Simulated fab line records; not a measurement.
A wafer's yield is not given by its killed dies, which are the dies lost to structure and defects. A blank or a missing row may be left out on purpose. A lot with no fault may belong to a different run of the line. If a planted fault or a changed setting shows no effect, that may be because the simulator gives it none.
fab line records | flow sky130
[record] lots = 6 | wafers = 18 | last-day = 50
route steps=708 shown RES_XHIGH@332 SD_N@342 PAD_OPEN@708
lots with no fault: from the same line, run without faults
start-h: the number of hours between the record's first day and the start of the first shown wafer of the lot | wait-h: hours elapsed since this lot's preceding step | " unchanged from the row above | L1.1+2: a row that stands for several wafers | - either no value or no given start | * or withheld: withheld | < > ~ a bound
route shown NAME@n: names a module that has steps shown in the file, with the first one's number in the route | usual: mean and standard deviation over wafers with no fault | same: alike in all rows | chamber/n: place in a boat | sites: each site's reading | _std_site: the standard deviation of these | _edge_site: outer sites' mean less inner sites' | radius-mm: for every site, how far away it sits from the centre of the wafer | mask NAME#n: copy n | behind: the tool/chamber that last shaped the wafer | hold: why the lot went on hold/how many hours it stayed there/how the hold came to an end | device: which transistor (n, p or np) failed to switch | end of line: the same wafers' tests at the end of the route | a step without rows: its recipe alone | killed: count of dies lost to structure and defects at first sort (not the wafer's yield) | map: a wafer's dies, x killed, . not, _ none there
set.NAME: the run value of the setting; set.NAME@STEP: its run value at that earlier step | model.NAME: the simulator's own value behind a step, which no gauge read
lots at some steps of the route; a table a step, a row a wafer
services: from which hour (start-h, from the record's first day; less than 0 if before it) a tool's chamber was out of use, for how many hours, and why
[[steps]]
[step SKY_RES_XHIGH_DEHYDRATE_00]
[recipe] temp-c = 200 | time-s = 60
[step SKY_RES_XHIGH_HMDS_01]
[recipe] prime-time-s = 60 | prime-temp-c = 120
[step SKY_RES_XHIGH_COAT_02]
[recipe] resist = NOVOLAK | spin-rpm = 3000 | resist-thk-nm = 1140
[step SKY_RES_XHIGH_SOFTBAKE_03]
[recipe] temp-c = 90 | time-s = 60 | resist = NOVOLAK
[step SKY_RES_XHIGH_EXPOSE_04]
[recipe] mask-id = URPM | na = 0.6 | source-shape = conventional | sigma-outer = 0.6 | polarization = unpolarized | target-cd-nm = 1270 | dose-mj = 140
[step SKY_RES_XHIGH_PEB_05]
[recipe] temp-c = withheld | time-s = * | resist = NOVOLAK
[step SKY_RES_XHIGH_DEVELOP_06]
[recipe] resist = NOVOLAK | developer = TMAH | develop-time-s = 60 | dev-temp-c = 23
[step SKY_RES_XHIGH_IMPLANT_07]
[recipe] species = BF2 | energy-kev = 20 | dose-cm2 = 3.6e+14 | tilt-deg = 0
[step SKY_RES_XHIGH_STRIP_08]
[recipe] chemistry = O2/N2 | power-w = 1400 | pressure-mtorr = 1500 | platen-temp-c = withheld | o2-flow-sccm = 3000 | n2-flow-sccm = 300 | overash-fraction = 0.5
[usual] drypump-motor-current-A = 5.5/0.37 | oes-product-au = 0.712/0.0044 | strip-time-to-endpoint-s = 14.27/0.032
lot.wafer | tool            | chamber | start-h | wait-h | drypump-motor-current-A | oes-product-au | rf-hours-counter-h | strip-time-to-endpoint-s
L474.2    | plasma-asher-04 | 1       | 634.38  | 0.1    | 6.1                     | 0.716          | 20                 | 14.25
L474.4    | "               | 1       | "       | "      | 6.1                     | 0.715          | -                  | 14.29
L474.6    | "               | 1       | "       | "      | 6.1                     | 0.710          | -                  | 14.30
L482.3    | plasma-asher-02 | 0       | 710.68  | 0.1    | 5.4                     | 0.711          | -                  | 14.31
L482.5    | "               | 1       | "       | "      | 5.2                     | 0.709          | -                  | 14.28
L482.6    | "               | 0       | "       | "      | 5.4                     | 0.716          | -                  | 14.27
L483.2    | plasma-asher-02 | 0       | 713.03  | 0.1    | 5.4                     | 0.709          | 60                 | 14.29
L483.5    | "               | 1       | "       | "      | 5.2                     | 0.710          | -                  | 14.25
L483.6    | "               | 0       | "       | "      | 5.4                     | 0.716          | -                  | 14.28
L485.1    | plasma-asher-04 | 1       | 722.00  | 0.1    | 6.1                     | 0.711          | 29                 | 14.22
L485.4    | "               | 1       | "       | "      | 6.1                     | 0.708          | -                  | 14.25
L485.5    | "               | 0       | "       | "      | 5.8                     | 0.712          | -                  | 14.22
L488.2    | plasma-asher-02 | 1       | 792.73  | 0.1    | 5.2                     | 0.710          | 68                 | 14.24
L488.5    | "               | 0       | "       | "      | 5.4                     | 0.712          | -                  | 14.22
L488.6    | "               | 1       | "       | "      | 5.2                     | 0.709          | -                  | 14.24
L491.3    | plasma-asher-01 | 1       | 794.69  | 0.1    | 4.9                     | 0.721          | -                  | 14.28
L491.4    | "               | 0       | "       | "      | 5.6                     | 0.713          | -                  | 14.29
L491.5    | "               | 0       | "       | "      | 5.6                     | 0.718          | -                  | 14.31
[step SKY_RES_XHIGH_TW_MEAS_09]
[usual] RES_XHIGH_TW = 1632/9.4
lot.wafer | tool          | chamber | start-h | wait-h | RES_XHIGH_TW
L474.2    | film-metro-03 | -       | 634.49  | 0.1    | 1633
L474.4    | "             | -       | "       | "      | 1641
L474.6    | "             | -       | "       | "      | 1639
L482.3    | film-metro-03 | -       | 710.77  | 0.1    | 1644
L482.5    | "             | -       | "       | "      | 1642
L482.6    | "             | -       | "       | "      | 1639
L483.2    | film-metro-02 | -       | 713.14  | 0.1    | 1627
L483.5    | "             | -       | "       | "      | 1614
L483.6    | "             | -       | "       | "      | 1625
L485.1    | film-metro-03 | -       | 722.10  | 0.1    | 1643
L485.4    | "             | -       | "       | "      | 1635
L485.5    | "             | -       | "       | "      | 1644
L488.2    | film-metro-02 | -       | 792.84  | 0.1    | 1610
L488.5    | "             | -       | "       | "      | 1616
L488.6    | "             | -       | "       | "      | 1623
L491.3    | film-metro-03 | -       | 794.77  | 0.1    | 1638
L491.4    | "             | -       | "       | "      | 1643
L491.5    | "             | -       | "       | "      | 1651
[step SKY_SD_N_DEHYDRATE_00]
[recipe] temp-c = 200 | time-s = 60
[step SKY_SD_N_HMDS_01]
[recipe] prime-time-s = 60 | prime-temp-c = 120
[step SKY_SD_N_COAT_02]
[recipe] resist = NOVOLAK | spin-rpm = 3000 | resist-thk-nm = 1140
lot.wafer  | tool           | chamber | start-h | wait-h | model.NOVOLAK_of_SD_N_COAT_02.thk-nm
L474.2     | litho-track-01 | 0       | 648.07  | 0.1    | 1144
L474.4     | "              | 0       | "       | "      | 1146
L474.6     | "              | 0       | "       | "      | 1142
L482.3     | litho-track-01 | 0       | 724.05  | 0.1    | 813.5
L482.5     | "              | 0       | "       | "      | 816.4
L482.6     | "              | 0       | "       | "      | 816.5
L483.2     | litho-track-01 | 0       | 726.62  | 0.1    | 816.4
L483.5     | "              | 0       | "       | "      | 816.5
L483.6     | "              | 0       | "       | "      | 816.6
L485.1     | litho-track-03 | 0       | 735.00  | 0.1    | 1140
L485.4     | "              | 0       | "       | "      | 1135
L485.5     | "              | 0       | "       | "      | 1139
L488.2+5+6 | litho-track-04 | 0       | 805.48  | 0.1    | 1136
L491.3     | litho-track-03 | 0       | 807.10  | 0.1    | 1139
L491.4+5   | "              | 0       | "       | "      | 1145
[step SKY_SD_N_SOFTBAKE_03]
[recipe] temp-c = 90 | time-s = 60 | resist = NOVOLAK
[step SKY_SD_N_EXPOSE_04]
[recipe] mask-id = NSDM | na = 0.6 | source-shape = conventional | sigma-outer = 0.6 | polarization = unpolarized | target-cd-nm = 380 | dose-mj = 144.1
[step SKY_SD_N_PEB_05]
[recipe] temp-c = withheld | time-s = * | resist = NOVOLAK
[step SKY_SD_N_DEVELOP_06]
[recipe] resist = NOVOLAK | developer = TMAH | develop-time-s = 60 | dev-temp-c = 23
lot.wafer | tool           | chamber | start-h | wait-h | model.NOVOLAK_of_SD_N_COAT_02.thk-nm
L474.2    | litho-track-03 | 0       | 662.38  | 0.1    | 1143
L474.4    | "              | 0       | "       | "      | 1146
L474.6    | "              | 0       | "       | "      | 1141
L482.3    | litho-track-01 | 0       | 737.55  | 0.1    | 813.1
L482.5    | "              | 0       | "       | "      | 815.9
L482.6    | "              | 0       | "       | "      | 816.1
L483.2    | litho-track-03 | 0       | 739.58  | 0.1    | 815.9
L483.5    | "              | 0       | "       | "      | 816
L483.6    | "              | 0       | "       | "      | 816.2
L485.1    | litho-track-04 | 0       | 749.00  | 0.1    | 1140
L485.4    | "              | 0       | "       | "      | 1134
L485.5    | "              | 0       | "       | "      | 1138
L488.2    | litho-track-04 | 0       | 818.33  | 0.1    | 1135
L488.5+6  | "              | 0       | "       | "      | 1136
L491.3    | litho-track-01 | 0       | 819.55  | 0.1    | 1139
L491.4+5  | "              | 0       | "       | "      | 1144
[step SKY_SD_N_CD_MEAS_07]
[recipe] target-cd-nm = 380
[usual] cd-nm = 380/3.1
lot.wafer | tool      | chamber | start-h | wait-h | hold                     | cd-nm
L474.2    | cd-sem-02 | -       | 662.52  | 0.1    | -                        | 375
L474.4    | "         | -       | "       | "      | -                        | 373
L474.6    | "         | -       | "       | "      | -                        | 374
L482.3    | cd-sem-01 | -       | 737.69  | 0.1    | await-dispo/0.2h/release | 423
L482.5    | "         | -       | "       | "      | await-dispo/0.2h/release | 422
L482.6    | "         | -       | "       | "      | await-dispo/0.2h/release | 422
L482.3    | cd-sem-01 | -       | 737.97  | 0.3    | -                        | 423
L482.5    | "         | -       | "       | "      | -                        | 423
L482.6    | "         | -       | "       | "      | -                        | 422
L483.2    | cd-sem-01 | -       | 739.72  | 0.1    | await-dispo/0.2h/release | 411
L483.5    | "         | -       | "       | "      | await-dispo/0.2h/release | 413
L483.6    | "         | -       | "       | "      | await-dispo/0.2h/release | 413
L483.2    | cd-sem-01 | -       | 740.24  | 0.5    | -                        | 411
L483.5    | "         | -       | "       | "      | -                        | 413
L483.6    | "         | -       | "       | "      | -                        | 413
L485.1    | cd-sem-02 | -       | 749.15  | 0.1    | -                        | 382
L485.4    | "         | -       | "       | "      | -                        | 384
L485.5    | "         | -       | "       | "      | -                        | 383
L488.2    | cd-sem-01 | -       | 818.47  | 0.1    | -                        | 381
L488.5    | "         | -       | "       | "      | -                        | 382
L488.6    | "         | -       | "       | "      | -                        | 379
L491.3    | cd-sem-01 | -       | 819.69  | 0.1    | -                        | 381
L491.4    | "         | -       | "       | "      | -                        | 379
L491.5    | "         | -       | "       | "      | -                        | 384
[step SKY_SD_N_OVL_MEAS_08]
[usual] SD_N_OVL = -0.3/1.2
lot.wafer | tool       | chamber | start-h | wait-h | hold                     | SD_N_OVL[nm]
L474.2    | overlay-01 | -       | 662.63  | 0.1    | -                        | -0.7
L474.4    | "          | -       | "       | "      | -                        | -0.6
L474.6    | "          | -       | "       | "      | -                        | 0.6
L482.3    | overlay-02 | -       | 740.04  | 2.0    | await-dispo/2.0h/release | -0.9
L482.5    | "          | -       | "       | "      | await-dispo/2.0h/release | 0.9
L482.6    | "          | -       | "       | "      | await-dispo/2.0h/release | 1.3
L483.2    | overlay-01 | -       | 745.02  | 4.8    | await-dispo/4.7h/release | -1.4
L483.5    | "          | -       | "       | "      | await-dispo/4.7h/release | -1.8
L483.6    | "          | -       | "       | "      | await-dispo/4.7h/release | -2.4
L485.1    | overlay-01 | -       | 749.27  | 0.1    | -                        | -0.7
L485.4    | "          | -       | "       | "      | -                        | -0.9
L485.5    | "          | -       | "       | "      | -                        | 0.7
L488.2    | overlay-02 | -       | 818.58  | 0.1    | -                        | -1.2
L488.5    | "          | -       | "       | "      | -                        | -1.4
L488.6    | "          | -       | "       | "      | -                        | -0.3
L491.3    | overlay-02 | -       | 819.78  | 0.1    | -                        | -0.8
L491.4    | "          | -       | "       | "      | -                        | 1.0
L491.5    | "          | -       | "       | "      | -                        | 0.6
[step SKY_SD_N_IMPLANT_09]
[recipe] species = As | energy-kev = 50 | dose-cm2 = 4e+15 | tilt-deg = 0
[step SKY_SD_N_IMPLANT_10]
[recipe] species = P | energy-kev = 20 | dose-cm2 = 1e+14 | tilt-deg = 0
[step SKY_SD_N_STRIP_11]
[recipe] chemistry = O2/N2 | power-w = 1400 | pressure-mtorr = 1500 | platen-temp-c = withheld | o2-flow-sccm = 3000 | n2-flow-sccm = 300 | overash-fraction = 0.5
[usual] drypump-motor-current-A = 5.5/0.41 | oes-product-au = 0.526/0.0042 | strip-time-to-endpoint-s = 22.54/0.045
lot.wafer | tool            | chamber | start-h | wait-h | drypump-motor-current-A | oes-product-au | rf-hours-counter-h | strip-time-to-endpoint-s
L474.2    | plasma-asher-01 | 1       | 662.96  | 0.1    | 4.9                     | 0.532          | 88                 | 22.60
L474.4    | "               | 1       | "       | "      | 4.9                     | 0.522          | -                  | 22.61
L474.6    | "               | 1       | "       | "      | 4.9                     | 0.528          | -                  | 22.56
L482.3    | plasma-asher-01 | 0       | 740.40  | 0.1    | 5.6                     | 0.487          | -                  | 18.85
L482.5    | "               | 1       | "       | "      | 4.9                     | 0.484          | -                  | 18.88
L482.6    | "               | 0       | "       | "      | 5.6                     | 0.487          | -                  | 18.87
L483.2    | plasma-asher-04 | 0       | 745.35  | 0.1    | 5.8                     | 0.487          | 32                 | 18.91
L483.5    | "               | 1       | "       | "      | 6.1                     | 0.486          | -                  | 18.92
L483.6    | "               | 0       | "       | "      | 5.8                     | 0.493          | -                  | 18.91
L485.1    | plasma-asher-01 | 1       | 749.61  | 0.1    | 4.9                     | 0.524          | 97                 | 22.53
L485.4    | "               | 1       | "       | "      | 4.9                     | 0.524          | -                  | 22.49
L485.5    | "               | 1       | "       | "      | 4.9                     | 0.533          | -                  | 22.51
L488.2    | plasma-asher-01 | 0       | 818.91  | 0.1    | 5.6                     | 0.531          | 104                | 22.49
L488.5    | "               | 0       | "       | "      | 5.6                     | 0.520          | -                  | 22.50
L488.6    | "               | 1       | "       | "      | 4.9                     | 0.531          | -                  | 22.51
L491.3    | plasma-asher-01 | 1       | 820.14  | 0.1    | 4.9                     | 0.534          | -                  | 22.53
L491.4    | "               | 0       | "       | "      | 5.6                     | 0.522          | -                  | 22.59
L491.5    | "               | 1       | "       | "      | 4.9                     | 0.528          | -                  | 22.62
[step SKY_SD_N_TW_MEAS_12]
[usual] SD_N_TW = 3959/19
lot.wafer | tool          | chamber | start-h | wait-h | SD_N_TW
L474.2    | film-metro-02 | -       | 663.07  | 0.1    | 3944
L474.4    | "             | -       | "       | "      | 3936
L474.6    | "             | -       | "       | "      | 3934
L482.3    | film-metro-01 | -       | 740.49  | 0.1    | 3932
L482.5    | "             | -       | "       | "      | 3948
L482.6    | "             | -       | "       | "      | 3962
L483.2    | film-metro-01 | -       | 745.46  | 0.1    | 3952
L483.5    | "             | -       | "       | "      | 3933
L483.6    | "             | -       | "       | "      | 3958
L485.1    | film-metro-01 | -       | 749.71  | 0.1    | 3938
L485.4    | "             | -       | "       | "      | 3942
L485.5    | "             | -       | "       | "      | 3940
L488.2    | film-metro-03 | -       | 819.02  | 0.1    | 3981
L488.5    | "             | -       | "       | "      | 3981
L488.6    | "             | -       | "       | "      | 4002
L491.3    | film-metro-02 | -       | 820.22  | 0.1    | 3938
L491.4    | "             | -       | "       | "      | 3954
L491.5    | "             | -       | "       | "      | 3963
[step SKY_PAD_OPEN_PROBE_99]
[usual] killed_at_M0_to_M3 = 44/7.1 | killed_at_M4_up = 3.1/1.8 | killed-at-contacts = 24/5.3 | killed-at-front-end = 15/4.5 | killed-at-other = 0.2/0.42 | killed-dies = 86/9.6 | killed-open = 46/6.9 | killed-short = 40/6.4
[same] gross-dies = 492 | killed-at-back-side = 0
lot.wafer | tool      | chamber | start-h | wait-h | killed_at_M0_to_M3 | killed_at_M4_up | killed-at-contacts | killed-at-front-end | killed-at-other | killed-dies | killed-open | killed-short
L483.2    | prober-01 | -       | 1142.37 | 0.1    | 41                 | 1               | 21                 | 17                  | 0               | 80          | 41          | 39
L483.5    | prober-01 | -       | 1142.52 | 0.2    | 39                 | 3               | 31                 | 5                   | 0               | 78          | 41          | 37
L483.6    | prober-01 | -       | 1142.57 | 0.2    | 47                 | 4               | 28                 | 8                   | 0               | 87          | 49          | 38
// killed by level:class
L483.2 VIA2:geometric-particle:open=8 VIA1:geometric-particle:open=7 VIA3:geometric-particle:short=6 VIA3:geometric-particle:open=5 CONTACT:geometric-particle:open=5 METAL2:geometric-particle:short=5 FIELD_ISO:geometric-particle:open=4 POLY_GATE:geometric-particle:short=4
L483.5 LI_CONTACT:geometric-particle:open=11 CONTACT:geometric-particle:open=7 VIA1:geometric-particle:open=7 LOCAL_INTERCONNECT:geometric-particle:short=6 VIA2:geometric-particle:open=6 CONTACT:geometric-particle:short=5 VIA1:geometric-particle:short=5 METAL3:geometric-particle:short=5
L483.6 CONTACT:geometric-particle:open=12 VIA2:geometric-particle:open=9 VIA1:geometric-particle:open=8 LI_CONTACT:geometric-particle:open=6 LOCAL_INTERCONNECT:geometric-particle:short=6 METAL2:geometric-particle:short=6 METAL1:geometric-particle:short=5 VIA1:geometric-particle:short=4
[[services]]
tool            | chamber | start-h | hours | kind
plasma-asher-01 | -       | 751.68  | 2.3   | repair
[[key]]
[first-sign] step = SKY_SD_N_CD_MEAS_07 | reading = visit | direction = added
[effect] step = SKY_SD_N_CD_MEAS_07 | reading = cd-nm | direction = up | sigmas = 12 | usual = 380 | struck = 417
[effect] step = SKY_SD_N_STRIP_11 | reading = strip-time-to-endpoint-s | direction = down | sigmas = 82 | usual = * | struck = *
[model-effect] step = SKY_SD_N_COAT_02 | value = NOVOLAK_of_SD_N_COAT_02.thk-nm | without = 1140 | struck = 816
[model-effect] step = SKY_SD_N_DEVELOP_06 | value = NOVOLAK_of_SD_N_COAT_02.thk-nm | without = 1139 | struck = 815.6
met-at SKY_SD_N_COAT_02
struck-wafers L482.3,L482.5,L482.6,L483.2,L483.5,L483.6
tester-left-out L482,L483
onset-between 648.07 724.05
[fault] kind = process-parameter-drift | tool = litho-track-01 | chamber = - | onset-h = 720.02 | steps = SKY_SD_N_COAT_02 | channel = resist-thk-nm | offset = -323.7 | shape = step | end-h = 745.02 | acts-in = these-recipes-only | stated = 1140
// tester-left-out: of these lots the tester's yield and bins aren't shown, on N5 and GAA mostly nor the transistor test; their killed dies are dies lost to structure and defects alone, not to doping, threshold or leakage, so they don't give the yield
